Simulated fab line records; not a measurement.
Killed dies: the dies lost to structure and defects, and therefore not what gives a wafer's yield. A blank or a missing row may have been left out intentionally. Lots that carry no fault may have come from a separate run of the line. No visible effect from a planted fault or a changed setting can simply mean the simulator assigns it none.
fab line records	flow sky130
[record] lots = 12	wafers = 36	last-day = 50
route steps=708 shown METAL4@599 VIA4@641 METAL5@677 PASSIVATION@683 PAD_OPEN@708
lots with no fault: from the same line, run without faults
start-h: start of the lot's first displayed wafer, in hours after the record's first day	wait-h: how many hours have passed since the lot's step before this one	" identical to the entry in the row above	L1.1+2: a row that stands for several wafers	- no value, or no start was given	* or withheld: withheld	< > ~ a bound
route shown NAME@n: NAME is a module with steps in the file, n the number in the route of the first one	usual: mean/standard deviation taken from wafers without a fault	same: alike in all rows	chamber/n: place in a boat	sites: each site's reading	_std_site: the values' standard deviation	_edge_site: the outer-site mean with the inner-site mean subtracted	radius-mm: for every site, how far away it sits from the centre of the wafer	mask NAME#n: copy n	behind: the tool/chamber that last shaped the wafer	hold: why the lot was held/for how many hours/how that ended	device: transistor that didn't switch, given as n, p or np	end of line: the same wafers' tests at the end of the route	where a step has no rows: the recipe by itself	killed: count of dies lost to structure and defects at first sort (not the wafer's yield)	map: a wafer's dies, marking killed ones x, the rest . and places with no die _
set.NAME: the setting the step ran with; set.NAME@STEP: the setting that earlier step ran with	model.NAME: the simulator's own value behind a step, which no gauge read
route steps across a sampled set of lots; one table per step, one row per wafer
services: the hour from which a tool's chamber was out of use, counted from the record's first day as start-h (under 0 if before that day), plus the number of hours and why
[[steps]]
[step SKY_METAL4_SPUTTER_01]
[recipe] material = TiN	target-thk-nm = 20	power-w = 6500	time-s = 16.7	chamber-pressure-pa = 0.4
[usual] throttle-valve-pct = 30.6/0.88
[same] time-s = 16.7
lot.wafer	tool	chamber	start-h	wait-h	throttle-valve-pct
L135.3	pvd-sputter-01	-	929.27	0.0	32.1
L135.4	"	-	"	"	30.9
L135.5	"	-	"	"	28.4
L138.4	pvd-sputter-03	-	944.09	0.0	30.1
L138.5	"	-	"	"	31.0
L138.6	"	-	"	"	29.8
L140.3	pvd-sputter-01	-	965.14	0.0	28.6
L140.4	"	-	"	"	31.7
L140.5	"	-	"	"	31.7
L144.1	pvd-sputter-02	-	992.53	0.0	30.4
L144.4	"	-	"	"	31.5
L144.6	"	-	"	"	31.7
L145.4	pvd-sputter-02	-	997.57	0.0	29.6
L145.5	"	-	"	"	29.7
L145.6	"	-	"	"	31.7
L147.2	pvd-sputter-03	-	1014.97	0.0	30.9
L147.4	"	-	"	"	29.3
L147.5	"	-	"	"	29.9
L149.1	pvd-sputter-03	-	1028.05	0.0	29.7
L149.5	"	-	"	"	30.1
L149.6	"	-	"	"	31.1
L150.2	pvd-sputter-03	-	1029.91	0.0	30.9
L150.4	"	-	"	"	30.2
L150.5	"	-	"	"	30.2
L152.1	pvd-sputter-01	-	1048.48	0.0	30.8
L152.5	"	-	"	"	32.4
L152.6	"	-	"	"	30.8
L154.1	pvd-sputter-03	-	1057.65	0.0	30.1
L154.4	"	-	"	"	30.8
L154.6	"	-	"	"	30.7
L156.2	pvd-sputter-02	-	1067.38	0.0	29.9
L156.5	"	-	"	"	29.8
L156.6	"	-	"	"	30.3
L158.2	pvd-sputter-02	-	1081.68	0.0	31.6
L158.3	"	-	"	"	30.5
L158.6	"	-	"	"	29.7
[step SKY_VIA4_CMP_02]
[recipe] material = SiO2	down-force-psi = 4	platen-rpm = 60	pad-velocity-m-s = 0.94248
[usual] edge-zone-pressure-frac = 0.999/0.0046	head-pressure-psi = 4.000/0.0092	motor-current-A = 11.8/1.4
lot.wafer	tool	chamber	start-h	wait-h	edge-zone-pressure-frac	head-pressure-psi	motor-current-A
L135.3	cmp-02	3	979.70	0.1	0.997	4.012	12.3
L135.4	"	0	"	"	0.991	4.008	12.4
L135.5	"	3	"	"	0.999	4.022	12.8
L138.4	cmp-01	1	994.68	0.2	1.000	3.981	14.2
L138.5	"	2	"	"	0.995	4.026	11.8
L138.6	"	3	"	"	1.001	3.994	11.7
L140.4	cmp-02	1	1014.36	0.0	0.999	4.018	9.6
L140.3	"	3	"	"	1.002	3.999	12.8
L140.5	"	2	"	"	1.005	4.010	12.3
L144.4	cmp-02	1	1039.84	0.1	1.002	3.990	9.4
L144.1	"	2	"	"	0.999	4.009	11.7
L144.6	"	1	"	"	1.002	3.990	9.5
L145.4	cmp-01	1	1045.18	0.1	1.003	4.008	13.5
L145.6	"	3	"	"	0.999	3.987	11.6
L145.5	"	0	"	"	1.003	3.990	10.3
L147.2	cmp-01	2	1061.27	0.1	1.001	3.989	11.8
L147.4	"	0	"	"	1.006	4.011	11.2
L147.5	"	2	"	"	1.006	3.998	12.0
L149.1	cmp-02	1	1073.64	0.1	0.990	3.998	10.0
L149.6	"	3	"	"	0.988	3.998	12.7
L149.5	"	0	"	"	0.999	4.007	12.9
L150.2	cmp-01	3	1075.12	0.1	0.999	4.000	10.7
L150.4	"	0	"	"	1.007	4.005	9.8
L150.5	"	2	"	"	1.003	4.009	11.4
L152.1	cmp-02	0	1092.30	0.1	1.002	3.997	12.2
L152.5	"	0	"	"	1.001	3.991	12.3
L152.6	"	1	"	"	1.002	4.009	10.0
L154.1	cmp-01	2	1101.86	0.1	0.998	3.992	11.5
L154.4	"	0	"	"	0.996	4.002	10.2
L154.6	"	2	"	"	0.997	3.982	12.1
L156.2	cmp-02	1	1110.16	0.1	0.997	4.015	9.4
L156.5	"	3	"	"	0.992	3.988	12.8
L156.6	"	0	"	"	1.001	3.996	12.5
L158.3	cmp-01	3	1124.35	0.1	1.000	3.999	11.9
L158.2	"	1	"	"	1.009	3.997	14.3
L158.6	"	2	"	"	0.999	3.995	11.8
[step SKY_METAL5_STRIP_16]
[recipe] chemistry = O2/N2	power-w = 1400	pressure-mtorr = 1500	platen-temp-c = withheld	o2-flow-sccm = 3000	n2-flow-sccm = 300	overash-fraction = 0.5
[usual] drypump-motor-current-A = 5.8/0.36	oes-product-au = 0.710/0.0046	strip-time-to-endpoint-s = 13.08/0.1
lot.wafer	tool	chamber	start-h	wait-h	drypump-motor-current-A	oes-product-au	rf-hours-counter-h	strip-time-to-endpoint-s
L135.3	plasma-asher-02	0	1027.41	0.1	5.3	0.713	-	13.24
L135.4	"	1	"	"	5.4	0.722	-	13.16
L135.5	"	1	"	"	5.4	0.712	-	13.12
L138.4	plasma-asher-04	0	1041.36	0.1	5.7	0.704	-	13.07
L138.5	"	1	"	"	6.1	0.713	-	13.21
L138.6	"	0	"	"	5.7	0.710	-	13.13
L140.3	plasma-asher-04	0	1060.78	0.1	5.7	0.710	-	13.08
L140.4	"	1	"	"	6.2	0.716	-	13.07
L140.5	"	0	"	"	5.7	0.705	-	13.08
L144.1	plasma-asher-02	1	1084.34	0.2	5.4	0.706	63	13.05
L144.4	"	1	"	"	5.5	0.714	-	13.09
L144.6	"	0	"	"	5.3	0.706	-	13.11
L145.4	plasma-asher-02	1	1090.23	0.1	5.4	0.708	-	13.24
L145.5	"	0	"	"	5.3	0.710	-	12.99
L145.6	"	1	"	"	5.4	0.713	-	13.18
L147.2	plasma-asher-04	0	1104.69	0.2	5.7	0.704	37	13.24
L147.4	"	0	"	"	5.6	0.708	-	13.32
L147.5	"	0	"	"	5.7	0.712	-	13.32
L149.1	plasma-asher-04	0	1116.89	0.2	5.7	0.706	38	13.13
L149.5	"	1	"	"	6.1	0.705	-	13.18
L149.6	"	0	"	"	5.7	0.707	-	13.22
L150.2	plasma-asher-01	0	1117.19	0.2	5.4	0.705	5	13.00
L150.4	"	0	"	"	5.5	0.714	-	13.05
L150.5	"	1	"	"	6.3	0.710	-	13.15
L152.1	plasma-asher-04	0	1134.04	0.2	5.7	0.708	40	13.03
L152.5	"	1	"	"	6.1	0.715	-	13.10
L152.6	"	0	"	"	5.7	0.718	-	13.02
L154.1	plasma-asher-04	1	1142.55	0.2	6.1	0.711	41	13.03
L154.4	"	0	"	"	5.7	0.714	-	13.05
L154.6	"	0	"	"	5.7	0.707	-	13.03
L156.2	plasma-asher-01	0	1150.32	0.2	5.5	0.710	8	12.90
L156.5	"	0	"	"	5.4	0.713	-	12.97
L156.6	"	1	"	"	6.2	0.710	-	12.95
L158.2	plasma-asher-04	0	1163.55	0.2	5.7	0.707	43	13.01
L158.3	"	1	"	"	6.1	0.711	-	12.93
L158.6	"	1	"	"	6.1	0.711	-	12.94
[step SKY_PASSIVATION_CVD_02]
[recipe] material = Si3N4	target-thk-nm = 540	temp-c = 400	time-s = withheld	rf-w = 450
[usual] heater-power-w = 704/85
lot.wafer	tool	chamber	start-h	wait-h	heater-power-w
L135.3	pecvd-04	0	1028.06	0.0	871
L135.4	"	0	"	"	902
L135.5	"	2	"	"	728
L138.4	pecvd-02	0	1042.11	0.1	667
L138.5	"	2	"	"	685
L138.6	"	0	"	"	694
L140.3	pecvd-01	2	1061.47	0.0	739
L140.4	"	1	"	"	593
L140.5	"	2	"	"	769
L144.1	pecvd-01	0	1085.01	0.1	767
L144.4	"	2	"	"	834
L144.6	"	0	"	"	791
L145.4	pecvd-02	0	1090.98	0.1	643
L145.5	"	1	"	"	713
L145.6	"	2	"	"	718
L147.2	pecvd-01	1	1105.37	0.0	683
L147.4	"	0	"	"	724
L147.5	"	1	"	"	684
L149.1	pecvd-01	2	1117.56	0.1	787
L149.5	"	0	"	"	770
L149.6	"	1	"	"	645
L150.2	pecvd-04	1	1117.86	0.0	640
L150.4	"	2	"	"	668
L150.5	"	1	"	"	669
L152.1	pecvd-02	1	1134.71	0.1	698
L152.5	"	0	"	"	549
L152.6	"	1	"	"	580
L154.1	pecvd-02	0	1143.22	0.1	696
L154.4	"	2	"	"	746
L154.6	"	1	"	"	634
L156.2	pecvd-01	1	1151.06	0.0	654
L156.5	"	2	"	"	784
L156.6	"	1	"	"	676
L158.2	pecvd-02	0	1164.22	0.0	612
L158.3	"	1	"	"	666
L158.6	"	0	"	"	634
[step SKY_PAD_OPEN_PROBE_99]
[usual] defect-limited-yield = 82.8/1.8	killed_at_M0_to_M3 = 43/6.3	killed_at_M4_up = 3.1/1.9	killed-at-contacts = 24/5.1	killed-at-front-end = 14/4.3	killed-at-other = 0.3/0.53	killed-dies = 85/8.8	killed-open = 46/7.1	killed-short = 38/5.9	sort_bin_3_pad_short = 0.8/0.41	sort_bin_5_function = 10.4/1.5	sort_bin_6_memory = 6.1/1.1	sort-n-pass = 407/8.8	sort-yield-pct = 82.8/1.8
[same] gross-dies = 492	killed-at-back-side = 0	sort_bin_4_leakage[%] = 0	sort_bin_8_speed[%] = 0
lot.wafer	tool	chamber	start-h	wait-h	defect-limited-yield[%]	killed_at_M0_to_M3	killed_at_M4_up	killed-at-contacts	killed-at-front-end	killed-at-other	killed-dies	killed-open	killed-short	sort_bin_3_pad_short[%]	sort_bin_5_function[%]	sort_bin_6_memory[%]	sort-n-pass	sort-yield-pct[%]
L135.3	prober-01	-	1073.93	0.2	85.2	39	1	22	10	1	73	40	33	0.8	8.3	5.7	419	85.2
L135.4	prober-01	-	1073.98	0.2	81.3	46	2	26	18	0	92	54	38	0.8	12.0	5.9	400	81.3
L135.5	prober-01	-	1074.03	0.2	83.1	47	4	23	9	0	83	56	25	0.4	9.1	7.3	409	83.1
L138.4	prober-02	-	1087.70	0.2	81.3	46	4	27	14	1	92	51	40	0.6	12.0	6.1	400	81.3
L138.5	prober-02	-	1087.75	0.2	82.7	38	5	23	19	0	85	44	41	0.8	11.8	4.7	407	82.7
L138.6	prober-02	-	1087.80	0.2	84.6	42	4	20	9	1	76	35	40	1.4	8.9	5.1	416	84.6
L140.3	prober-02	-	1105.66	0.2	81.7	42	2	33	13	0	90	47	43	1.0	11.0	6.3	402	81.7
L140.4	prober-02	-	1105.71	0.2	82.5	51	1	20	14	0	86	47	39	0.6	8.9	7.9	406	82.5
L140.5	prober-02	-	1105.76	0.2	80.9	50	1	30	13	0	94	47	47	0.8	10.6	7.7	398	80.9
L144.1	prober-02	-	1127.54	0.1	72.4	51	53	24	8	0	136	48	38	3.0	16.9	7.7	356	72.4
L144.4	prober-02	-	1127.69	0.2	75.2	46	49	13	14	0	122	44	31	2.2	16.1	6.5	370	75.2
L144.6	prober-02	-	1127.79	0.2	72.8	36	46	32	19	1	134	43	47	2.4	16.9	7.9	358	72.8
L145.4	prober-01	-	1132.72	0.2	74.4	54	43	24	5	0	126	50	36	1.0	20.5	4.1	366	74.4
L145.5	prober-01	-	1132.77	0.2	75.8	42	50	21	6	0	119	44	26	2.6	15.2	6.3	373	75.8
L145.6	prober-01	-	1132.82	0.2	73.0	38	45	31	19	0	133	52	36	2.2	17.1	7.7	359	73.0
L147.2	prober-01	-	1145.50	0.1	82.7	46	2	18	19	0	85	45	40	0.4	10.2	6.7	407	82.7
L147.4	prober-01	-	1145.60	0.2	84.3	41	4	21	11	0	77	41	36	0.2	10.2	5.3	415	84.3
L147.5	prober-01	-	1145.65	0.2	81.3	42	2	27	20	1	92	41	51	1.4	11.8	5.5	400	81.3
L149.1	prober-01	-	1157.00	0.1	83.1	40	1	25	17	0	83	44	39	0.8	10.8	5.3	409	83.1
L149.5	prober-01	-	1157.20	0.2	84.1	33	2	30	12	1	78	45	33	1.0	11.4	3.5	414	84.1
L149.6	prober-01	-	1157.25	0.2	83.5	38	4	23	16	0	81	40	41	1.4	10.8	4.3	411	83.5
L150.2	prober-02	-	1157.33	0.1	80.9	45	6	25	17	1	94	54	40	1.6	11.8	5.7	398	80.9
L150.4	prober-02	-	1157.43	0.2	80.3	47	6	30	14	0	97	53	44	1.2	12.6	5.9	395	80.3
L150.5	prober-02	-	1157.48	0.2	82.3	40	3	24	20	0	87	45	42	1.0	9.3	7.3	405	82.3
L152.1	prober-02	-	1172.55	0.1	83.7	41	1	21	16	1	80	46	33	0.6	9.3	6.3	412	83.7
L152.5	prober-02	-	1172.75	0.2	83.9	39	1	26	12	1	79	35	43	0.4	11.8	3.9	413	83.9
L152.6	prober-02	-	1172.80	0.2	83.5	41	3	19	17	1	81	35	46	0.8	10.8	4.9	411	83.5
L154.1	prober-02	-	1180.79	0.1	85.8	36	3	22	9	0	70	42	28	0.6	8.3	5.3	422	85.8
L154.4	prober-02	-	1180.94	0.2	82.3	44	1	23	19	0	87	49	38	0	11.6	6.1	405	82.3
L154.6	prober-02	-	1181.04	0.2	83.1	47	3	19	14	0	83	47	36	0.8	9.6	6.5	409	83.1
L156.2	prober-02	-	1187.95	0.1	85.0	37	3	28	5	1	74	39	34	0.4	8.7	5.9	418	85.0
L156.5	prober-02	-	1188.10	0.2	80.3	45	1	32	18	1	97	47	50	1.0	10.2	8.5	395	80.3
L156.6	prober-02	-	1188.15	0.2	81.7	43	1	38	8	0	90	46	43	0.6	10.4	7.3	402	81.7
L158.2	prober-01	-	1198.67	0.1	83.1	50	2	21	10	0	83	49	34	0.8	11.8	4.3	409	83.1
L158.3	prober-01	-	1198.72	0.2	83.7	39	2	22	17	0	80	46	34	0.6	10.4	5.3	412	83.7
L158.6	prober-01	-	1198.87	0.2	81.5	46	4	24	17	0	91	51	40	1.0	11.0	6.5	401	81.5
// killed by level:class
L135.3 VIA1:geometric-particle:open=10 CONTACT:geometric-particle:open=7 LI_CONTACT:geometric-particle:open=6 VIA2:geometric-particle:open=6 FIELD_ISO:geometric-particle:short=5 METAL3:geometric-particle:short=5 METAL1:geometric-particle:short=5 CONTACT:geometric-particle:short=4
L135.4 VIA2:geometric-particle:open=9 CONTACT:geometric-particle:open=8 VIA1:geometric-particle:open=8 VIA3:geometric-particle:open=8 LI_CONTACT:geometric-particle:open=7 FIELD_ISO:geometric-particle:open=6 CONTACT:geometric-particle:short=6 METAL1:geometric-particle:short=5
L135.5 VIA1:geometric-particle:open=16 CONTACT:geometric-particle:open=12 VIA3:geometric-particle:open=8 VIA2:geometric-particle:open=5 FIELD_ISO:geometric-particle:open=4 LI_CONTACT:geometric-particle:open=4 METAL1:geometric-particle:short=4 VIA1:geometric-particle:short=4
L138.4 VIA1:geometric-particle:open=13 CONTACT:geometric-particle:open=10 LOCAL_INTERCONNECT:geometric-particle:short=7 FIELD_ISO:geometric-particle:short=6 LI_CONTACT:geometric-particle:open=6 VIA3:geometric-particle:open=6 VIA1:geometric-particle:short=5 METAL1:geometric-particle:short=5
L138.5 LI_CONTACT:geometric-particle:open=9 VIA3:geometric-particle:open=9 VIA1:geometric-particle:open=8 POLY_GATE:geometric-particle:short=6 METAL1:geometric-particle:short=6 CONTACT:geometric-particle:open=5 VIA2:geometric-particle:open=4 VIA3:geometric-particle:short=4
L138.6 LI_CONTACT:geometric-particle:open=9 METAL1:geometric-particle:short=7 VIA3:geometric-particle:open=6 VIA1:geometric-particle:open=5 VIA2:geometric-particle:short=5 VIA2:geometric-particle:open=5 CONTACT:geometric-particle:short=4 METAL2:geometric-particle:short=4
L140.3 CONTACT:geometric-particle:open=10 LI_CONTACT:geometric-particle:open=9 METAL1:geometric-particle:short=8 CONTACT:geometric-particle:short=6 VIA1:geometric-particle:short=6 VIA2:geometric-particle:open=6 VIA3:geometric-particle:open=6 LOCAL_INTERCONNECT:geometric-particle:short=5
L140.4 CONTACT:geometric-particle:open=9 VIA3:geometric-particle:open=9 VIA2:geometric-particle:open=9 VIA1:geometric-particle:open=8 METAL2:geometric-particle:short=7 METAL1:geometric-particle:short=5 METAL3:geometric-particle:short=5 CONTACT:geometric-particle:short=4
L140.5 VIA1:geometric-particle:open=11 LI_CONTACT:geometric-particle:open=9 CONTACT:geometric-particle:open=8 METAL2:geometric-particle:short=7 LOCAL_INTERCONNECT:geometric-particle:short=6 METAL1:geometric-particle:short=6 VIA2:geometric-particle:short=6 VIA3:geometric-particle:open=6
L144.1 METAL4:unspecified=50 VIA1:geometric-particle:open=12 CONTACT:geometric-particle:open=10 METAL1:geometric-particle:short=9 METAL2:geometric-particle:short=9 VIA2:geometric-particle:open=7 FIELD_ISO:geometric-particle:open=5 LOCAL_INTERCONNECT:geometric-particle:short=5
L144.4 METAL4:unspecified=46 VIA1:geometric-particle:open=12 VIA1:geometric-particle:short=8 CONTACT:geometric-particle:open=8 VIA2:geometric-particle:open=6 METAL1:geometric-particle:short=5 VIA2:geometric-particle:short=5 FIELD_ISO:geometric-particle:open=4
L144.6 METAL4:unspecified=43 LI_CONTACT:geometric-particle:open=10 CONTACT:geometric-particle:open=10 METAL1:geometric-particle:short=9 VIA1:geometric-particle:open=7 POLY_GATE:geometric-particle:short=6 LOCAL_INTERCONNECT:geometric-particle:short=6 FIELD_ISO:geometric-particle:short=5
L145.4 METAL4:unspecified=40 VIA1:geometric-particle:open=12 VIA3:geometric-particle:open=10 CONTACT:geometric-particle:open=9 CONTACT:geometric-particle:short=7 VIA1:geometric-particle:short=7 LI_CONTACT:geometric-particle:open=5 VIA2:geometric-particle:open=5
L145.5 METAL4:unspecified=49 CONTACT:geometric-particle:open=12 VIA1:geometric-particle:open=11 VIA2:geometric-particle:open=7 METAL2:geometric-particle:short=5 VIA3:geometric-particle:short=4 VIA3:geometric-particle:open=4 LI_CONTACT:geometric-particle:open=3
L145.6 METAL4:unspecified=45 CONTACT:geometric-particle:open=14 CONTACT:geometric-particle:short=9 VIA2:geometric-particle:open=9 METAL2:geometric-particle:short=7 FIELD_ISO:geometric-particle:short=6 VIA3:geometric-particle:open=5 VIA1:geometric-particle:open=5
L147.2 VIA1:geometric-particle:open=10 FIELD_ISO:geometric-particle:short=8 METAL1:geometric-particle:short=8 CONTACT:geometric-particle:open=8 LI_CONTACT:geometric-particle:open=7 VIA2:geometric-particle:open=7 METAL2:geometric-particle:short=6 VIA1:geometric-particle:short=6
L147.4 VIA1:geometric-particle:open=12 CONTACT:geometric-particle:open=8 METAL1:geometric-particle:short=7 LI_CONTACT:geometric-particle:open=6 VIA3:geometric-particle:short=5 FIELD_ISO:geometric-particle:short=4 LOCAL_INTERCONNECT:geometric-particle:short=4 VIA1:geometric-particle:short=4
L147.5 LI_CONTACT:geometric-particle:open=9 CONTACT:geometric-particle:open=9 METAL1:geometric-particle:short=8 VIA1:geometric-particle:open=8 LOCAL_INTERCONNECT:geometric-particle:short=7 FIELD_ISO:geometric-particle:open=5 METAL3:geometric-particle:short=5 VIA1:geometric-particle:short=5
L149.1 VIA1:geometric-particle:open=12 CONTACT:geometric-particle:short=9 FIELD_ISO:geometric-particle:open=7 CONTACT:geometric-particle:open=7 VIA2:geometric-particle:open=6 FIELD_ISO:geometric-particle:short=5 VIA3:geometric-particle:short=4 LI_CONTACT:geometric-particle:open=4
L149.5 LI_CONTACT:geometric-particle:open=12 CONTACT:geometric-particle:open=8 VIA1:geometric-particle:open=7 METAL2:geometric-particle:short=5 LOCAL_INTERCONNECT:geometric-particle:short=4 CONTACT:geometric-particle:short=4 METAL1:geometric-particle:short=4 FIELD_ISO:geometric-particle:open=3
L149.6 VIA3:geometric-particle:open=8 CONTACT:geometric-particle:open=5 LI_CONTACT:geometric-particle:open=5 VIA1:geometric-particle:short=5 METAL2:geometric-particle:short=5 VIA2:geometric-particle:open=5 POLY_GATE:geometric-particle:short=4 LI_CONTACT:geometric-particle:short=4
L150.2 VIA2:geometric-particle:open=12 CONTACT:geometric-particle:open=11 FIELD_ISO:geometric-particle:short=7 VIA3:geometric-particle:open=7 VIA1:geometric-particle:short=5 VIA1:geometric-particle:open=5 POLY_GATE:geometric-particle:short=4 POLY_GATE:geometric-particle:open=4
L150.4 CONTACT:geometric-particle:open=12 VIA1:geometric-particle:open=10 VIA2:geometric-particle:open=8 METAL1:geometric-particle:short=7 VIA3:geometric-particle:open=7 LI_CONTACT:geometric-particle:open=6 LOCAL_INTERCONNECT:geometric-particle:short=5 POLY_GATE:geometric-particle:short=4
L150.5 LI_CONTACT:geometric-particle:open=10 FIELD_ISO:geometric-particle:open=7 METAL1:geometric-particle:short=7 VIA1:geometric-particle:open=7 FIELD_ISO:geometric-particle:short=6 CONTACT:geometric-particle:open=6 METAL3:geometric-particle:short=5 VIA3:geometric-particle:open=5
L152.1 VIA1:geometric-particle:open=10 LI_CONTACT:geometric-particle:open=7 CONTACT:geometric-particle:open=7 VIA3:geometric-particle:open=7 VIA2:geometric-particle:open=6 FIELD_ISO:geometric-particle:short=5 POLY_GATE:geometric-particle:short=4 LOCAL_INTERCONNECT:geometric-particle:short=4
L152.5 VIA1:geometric-particle:open=12 VIA3:geometric-particle:open=7 FIELD_ISO:geometric-particle:short=6 LI_CONTACT:geometric-particle:short=6 LI_CONTACT:geometric-particle:open=6 CONTACT:geometric-particle:short=5 LOCAL_INTERCONNECT:geometric-particle:short=5 METAL2:geometric-particle:short=5
L152.6 VIA1:geometric-particle:open=9 METAL2:geometric-particle:short=8 LI_CONTACT:geometric-particle:open=6 CONTACT:geometric-particle:short=6 METAL1:geometric-particle:short=5 VIA1:geometric-particle:short=5 FIELD_ISO:geometric-particle:short=4 POLY_GATE:geometric-particle:short=4
L154.1 VIA1:geometric-particle:open=11 CONTACT:geometric-particle:open=7 LI_CONTACT:geometric-particle:open=6 VIA3:geometric-particle:open=5 CONTACT:geometric-particle:short=4 METAL1:geometric-particle:short=4 METAL3:geometric-particle:short=4 VIA3:geometric-particle:short=4
L154.4 VIA1:geometric-particle:open=9 CONTACT:geometric-particle:short=7 LI_CONTACT:geometric-particle:open=7 VIA2:geometric-particle:open=7 METAL2:geometric-particle:short=6 VIA3:geometric-particle:open=6 CONTACT:geometric-particle:open=6 POLY_GATE:geometric-particle:short=5
L154.6 VIA1:geometric-particle:open=13 CONTACT:geometric-particle:open=9 METAL1:geometric-particle:short=7 VIA2:geometric-particle:open=7 VIA3:geometric-particle:open=7 POLY_GATE:geometric-particle:open=5 LOCAL_INTERCONNECT:geometric-particle:short=4 METAL2:geometric-particle:short=4
L156.2 CONTACT:geometric-particle:open=10 CONTACT:geometric-particle:short=9 VIA3:geometric-particle:open=7 VIA2:geometric-particle:open=6 LI_CONTACT:geometric-particle:open=5 VIA1:geometric-particle:short=5 VIA1:geometric-particle:open=5 METAL1:geometric-particle:short=3
L156.5 CONTACT:geometric-particle:open=11 VIA3:geometric-particle:open=8 VIA1:geometric-particle:open=8 CONTACT:geometric-particle:short=8 VIA1:geometric-particle:short=8 FIELD_ISO:geometric-particle:short=6 LI_CONTACT:geometric-particle:open=6 VIA2:geometric-particle:open=6
L156.6 CONTACT:geometric-particle:open=12 LI_CONTACT:geometric-particle:open=11 VIA1:geometric-particle:open=10 METAL2:geometric-particle:short=9 LOCAL_INTERCONNECT:geometric-particle:short=6 VIA2:geometric-particle:open=5 LI_CONTACT:geometric-particle:short=4 CONTACT:geometric-particle:short=4
L158.2 VIA2:geometric-particle:open=10 VIA3:geometric-particle:open=10 VIA1:geometric-particle:open=9 CONTACT:geometric-particle:open=9 VIA2:geometric-particle:short=6 LI_CONTACT:geometric-particle:short=4 METAL2:geometric-particle:short=4 FIELD_ISO:geometric-particle:open=3
L158.3 VIA1:geometric-particle:open=7 CONTACT:geometric-particle:open=7 VIA3:geometric-particle:open=7 VIA2:geometric-particle:open=7 LI_CONTACT:geometric-particle:open=5 METAL2:geometric-particle:short=5 CONTACT:geometric-particle:short=5 FIELD_ISO:geometric-particle:short=4
L158.6 VIA3:geometric-particle:open=13 LI_CONTACT:geometric-particle:open=7 CONTACT:geometric-particle:open=7 VIA2:geometric-particle:open=7 VIA1:geometric-particle:open=6 METAL1:geometric-particle:short=6 LOCAL_INTERCONNECT:geometric-particle:short=5 FIELD_ISO:geometric-particle:open=4
[[services]]
tool	chamber	start-h	hours	kind
cmp-01	-	912.11	4.0	pm
plasma-asher-02	-	931.53	2.7	repair
plasma-asher-02	-	935.02	3.1	repair
cmp-02	-	936.03	0.7	repair
pecvd-01	-	941.04	1.3	repair
plasma-asher-04	-	953.76	2.8	pm
plasma-asher-02	-	994.19	0.8	repair
pvd-sputter-03	-	1016.42	6.8	repair
pecvd-02	1	1018.48	2.6	repair
pvd-sputter-01	-	1020.79	7.9	repair
cmp-01	-	1049.54	2.5	repair
cmp-02	-	1050.85	4.0	repair
cmp-02	-	1055.54	0.9	repair
cmp-02	-	1077.05	0.3	repair
cmp-02	-	1084.00	4.0	pm
cmp-01	-	1088.00	5.8	pm
pecvd-01	0	1096.63	1.9	repair
pecvd-01	-	1098.06	2.8	pm
cmp-02	-	1112.12	0.8	repair
cmp-01	-	1118.42	1.3	repair
cmp-01	-	1119.94	1.5	repair
cmp-01	-	1142.81	1.5	repair
pvd-sputter-03	-	1161.75	2.0	repair
cmp-01	-	1163.91	3.6	repair
[[key]]
[first-sign] step = SKY_PAD_OPEN_PROBE_99	reading = killed_at_M4_up	direction = up	sigmas = 23	usual = 3.1	struck = 47.7
[effect] step = SKY_PAD_OPEN_PROBE_99	reading = defect-limited-yield	direction = down	sigmas = 4.9	usual = 82.8	struck = 73.9
met-at SKY_METAL4_SPUTTER_01
struck-lots L144,L145
not-acting-at SKY_VIA4_CMP_02,SKY_METAL5_STRIP_16,SKY_PASSIVATION_CVD_02
[fault] kind = chamber-particle-source	tool = pvd-sputter-02	chamber = -	onset-h = 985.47	steps = SKY_METAL4_SPUTTER_01	rate-per-visit-cm2 = 0.56245	end-h = 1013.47
